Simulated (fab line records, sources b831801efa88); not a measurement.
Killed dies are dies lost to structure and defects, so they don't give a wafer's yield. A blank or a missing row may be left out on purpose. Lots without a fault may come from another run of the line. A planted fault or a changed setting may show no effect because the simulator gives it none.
Which tool did it? | flow gf180mcu | 6 lots, 18 wafers sampled, at 2 steps of a route of 602

WHAT THE GAUGES READ, wafer by wafer
GF_DNWELL_TW_MEAS_09.
lot  | measured    | on            | DNWELL_TW
L958 | day 3 00:00 | film_metro-04 | 1376 1377 1376
L961 | day 3 15:48 | film_metro-01 | 1355 1360 1355
L964 | day 4 07:07 | film_metro-04 | 1360 1369 1370
L966 | day 4 17:11 | film_metro-01 | 1347 1341 1342
L968 | day 5 05:20 | film_metro-01 | 1340 1344 1345
L978 | day 7 09:55 | film_metro-01 | 1204 1207 1201

WHICH TOOL RAN EACH LOT (tool, then ch and the chambers of the sampled wafers, then the start)
lot  | GF_DNWELL_IMPLANT_07
L958 | implanter-01 ch 0, day 2 23:45
L961 | implanter-04 ch 0, day 3 15:35
L964 | implanter-04 ch 0, day 4 06:53
L966 | implanter-01 ch 0, day 4 16:56
L968 | implanter-04 ch 0, day 5 05:05
L978 | implanter-04 ch 0, day 7 09:40
- GF_DNWELL_IMPLANT_07

THE ANSWER, worked out from the rows above alone
Rule: what is usual is taken from the lots themselves. Put in order of their means at a reading, lots are off if they are a third of the lots or fewer, leave a main group of 4 or more, and stand apart from it by a gap of 3 or more times the standard deviation of the main group's means; of several such gaps the widest counts. A main group whose means are all the same, to the digits that the tables above print for the reading, isn't used. A lot without any number at a reading at which 4 lots or more have one is off too. The other lots that the step has rows for count as sound.
Off: L978, at GF_DNWELL_TW_MEAS_09 (DNWELL_TW). The main group: mean 1357, standard deviation 13.
A tool fits if, at a process step before that reading, it ran every lot that is off, and no sound lot after the first of them. The gauges at GF_DNWELL_TW_MEAS_09 are tried like those tools. Can't be told from this: 2 tools fit, implanter-04 at GF_DNWELL_IMPLANT_07, film_metro-01 at GF_DNWELL_TW_MEAS_09.

WHAT THE SIMULATOR HAD PUT IN
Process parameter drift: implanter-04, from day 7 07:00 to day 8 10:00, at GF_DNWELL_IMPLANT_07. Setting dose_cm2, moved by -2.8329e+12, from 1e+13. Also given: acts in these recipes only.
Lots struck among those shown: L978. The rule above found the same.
